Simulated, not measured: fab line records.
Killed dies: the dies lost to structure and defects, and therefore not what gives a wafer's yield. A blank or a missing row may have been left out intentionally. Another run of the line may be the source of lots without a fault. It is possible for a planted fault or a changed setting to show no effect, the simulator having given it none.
A struck lot beside a sound one / flow sky130 / 35 out of 708 route steps
Sound: wafers L961.1, L961.3, L961.6. Struck: wafer L969.2 (L969.3, L969.6, from the same lot, were not struck and are left out); the cause is given at the end.
Each step with rows lists, per side, the tool, then ch with its chambers, then its first start. Under that, the readings that differ: sound wafers / struck wafers / difference of the means / sigmas: that difference in standard deviations of wafers without a fault.
alike: same words and numbers on both sides, and readings whose means sit less than 2 such deviations apart. not compared: any withheld reading, any reading some wafer has no value for, any bound like >300 that may hide the same value, and any number with overlapping values for which the record gives no deviation.
The two part at a step that has a row with sigmas, a row that says differs or no value, or rows on one side only. Non-overlapping numbers with no deviation appear without sigmas and do not part them. A reading that every wafer of one side lacks parts them only if that side has two wafers or more.

first, 10 steps without rows for these wafers: SKY_VIA2_STRIP_17 (strips in post etch residue remover, time 1200 s); SKY_VIA2_CLEAN_18 (cleans in IPA, time 180 s); SKY_VIA2_CLEAN_19 (cleans in O3/DIW); SKY_VIA2_SPUTTER_20 (material TiN, target thk 20 nm, time 80 s); SKY_VIA2_CVD_21 (deposits W, target thk 420 nm, time 126.4 s); SKY_VIA2_CMP_24 (polishes, stops on SiO2, t overpolish 20 s, target thk 0 nm); SKY_METAL3_SPUTTER_00 (material Ti, target thk 15 nm, time 10 s); SKY_METAL3_SPUTTER_01 (material TiN, target thk 20 nm, time 16.7 s); SKY_METAL3_SPUTTER_02 (material AlCu, target thk 735 nm, time 39.1 s); SKY_METAL3_SPUTTER_03 (material Ti, target thk 5 nm, time 3.3 s).
SKY_METAL3_SPUTTER_04: material TiN, target thk 70 nm, time 58.3 s.
  sound: pvdSputter-03 at day 37 09:33; struck: pvdSputter-04 at day 40 10:37
  alike: cathodeDcPowerW, throttleValvePct
then, 23 steps without rows for these wafers: SKY_CAPM_CVD_00 (deposits SiO2, target thk 15.5 nm); SKY_CAPM_SPUTTER_02 (material TiN, target thk 200 nm, time 166.7 s); SKY_CAPM_DEHYDRATE_05 (time 60 s); SKY_CAPM_HMDS_06 (prime time 60 s); SKY_CAPM_COAT_07 (resist thk 1140 nm); SKY_CAPM_SOFTBAKE_08 (time 60 s); SKY_CAPM_EXPOSE_09 (exposes mask CAPM, target cd 1000 nm); SKY_CAPM_PEB_10; SKY_CAPM_DEVELOP_11 (develop time 60 s); SKY_CAPM_METAL_ETCH_13 (etches TiN in Cl2/BCl3, stops on SiO2, target depth 220 nm, time 62.9 s); SKY_CAPM_STRIP_14 (strips in O2/N2); SKY_CAPM_STRIP_15 (strips in post etch residue remover, time 1200 s); SKY_CAPM_CLEAN_16 (cleans in IPA, time 180 s); SKY_CAPM_CLEAN_17 (cleans in O3/DIW); SKY_METAL3_DEHYDRATE_05 (time 60 s); SKY_METAL3_HMDS_06 (prime time 60 s); SKY_METAL3_COAT_07 (resist thk 60 nm); SKY_METAL3_COAT_08 (resist thk 1140 nm); SKY_METAL3_SOFTBAKE_09 (time 90 s); SKY_METAL3_EXPOSE_10 (exposes mask MM3, target cd 300 nm); SKY_METAL3_PEB_11; SKY_METAL3_DEVELOP_12 (develop time 60 s); SKY_METAL3_DESCUM_15 (chemistry O2, time 8 s).
-- the record jumps here: 9 days lie between the struck wafers' starts before and after (it left off in module METAL3 and takes up again in module PAD_OPEN, whose first step shown is number 708 of the route) --
SKY_PAD_OPEN_PROBE_99:
  only the struck wafers here have rows in the record (prober-02, day 49 01:35); the sound ones have none

WHERE THEY PART
Only at SKY_PAD_OPEN_PROBE_99, as far as this record shows.

WHY: whatever the simulator had introduced
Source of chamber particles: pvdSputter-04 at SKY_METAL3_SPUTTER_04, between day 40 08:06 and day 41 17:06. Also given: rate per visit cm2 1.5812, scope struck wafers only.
